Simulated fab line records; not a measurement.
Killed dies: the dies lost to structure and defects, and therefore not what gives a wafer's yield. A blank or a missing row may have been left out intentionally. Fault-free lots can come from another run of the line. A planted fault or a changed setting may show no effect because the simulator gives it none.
One fault through the eyes of 2 desks    flow sky130    numbers are kept per desk, each desk with only its own; the story behind them comes last

AT THE METROLOGY DESK
What the gauges read for every lot (on any tool): the sampled wafers with a number, averaged. Marked OUT: a lot whose mean sits more than 4 standard deviations from the usual mean, which makes it out of limits; the brackets give that distance.
Columns: A = VT_ADJUST_HVTP_TW at SKY_VT_ADJUST_HVTP_TW_MEAS_11, usual 1354; B = LI_CONTACT_BOW at SKY_LI_CONTACT_BOW_MEAS_03, usual 56 um; C = LI_CONTACT_W_RS at SKY_LI_CONTACT_RS_MEAS_22, usual 0.284 ohm/sq
lot   first seen here  A                     B   C
L646  day 5 22:11      1361                  54  0.282
L647  day 6 12:58      1349                  58  0.285
L648  day 6 15:00      1349                  55  0.284
L650  day 7 01:51      1353                  58  0.284
L651  day 7 19:07      1368                  56  0.283
L653  day 8 02:08      1351                  56  0.280
L655  day 8 13:58      1351                  59  0.279
L656  day 8 17:29      1363                  52  0.283
L657  day 9 04:14      1363                  60  0.284
L659  day 9 12:19      1345                  54  0.280
L660  day 9 16:30      1343                  53  0.284
L662  day 10 06:03     1354                  59  0.289
L665  day 11 03:43     30 (-99 or more) OUT  51  0.283
This desk's finding: out of limits on L665; first on L665, day 11 03:43 (VT_ADJUST_HVTP_TW at SKY_VT_ADJUST_HVTP_TW_MEAS_11). L646, L647, L648, L650, L651, L653, L655, L656, L657, L659, L660, L662: within limits.

AT THE TOOL OWNER'S DESK: plasma_asher-01
The tool's own readings at SKY_NWELL_STRIP_25 (strips in O2/N2): means of the sampled wafers that have a number, for each lot that ran on this tool. Marked OUT: a lot whose mean sits more than 4 standard deviations from the usual mean, which makes it out of limits; the brackets give that distance.
Columns: A = chamber_pressure_mTorr at SKY_NWELL_STRIP_25, usual 1500.1 mTorr; B = drypump_motor_current_A at SKY_NWELL_STRIP_25, usual 5.7 A; C = n2_flow_sccm at SKY_NWELL_STRIP_25, usual 300.1 sccm; D = oes_product_au at SKY_NWELL_STRIP_25, usual 0.722 a.u.; E = strip_time_to_endpoint_s at SKY_NWELL_STRIP_25, usual 36.92 s
lot   first seen here  A       B    C      D                E
L648  day 5 19:22      1498.9  5.0  299.3  0.721            37.00
L650  day 6 06:09      1499.8  5.0  300.3  0.724            36.94
L662  day 9 07:36      1499.7  4.9  299.9  0.719            37.03
L665  day 10 03:33     1500.1  5.0  300.3  0.957 (+51) OUT  -
Finding of this desk: L665 out of limits; the first was L665 at day 10 03:33, on oes_product_au at SKY_NWELL_STRIP_25. L648, L650, L662: within limits.

PUT TOGETHER
An alarm could have come from the tool owner's desk at day 10 03:33, on L665.
On L665, the metrology desk was in a position to raise an alarm at day 11 03:43.
On plasma_asher-01, each named lot ran SKY_NWELL_STRIP_25.

WHAT WAS PUT IN BY THE SIMULATOR
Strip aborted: plasma_asher-01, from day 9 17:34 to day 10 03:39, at SKY_NWELL_STRIP_25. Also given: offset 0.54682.
Lots struck among those shown: L665.
Delay (hours) between the fault's onset and each desk's first out-of-limits reading: 10 at the tool owner's desk, 34 at the metrology desk.
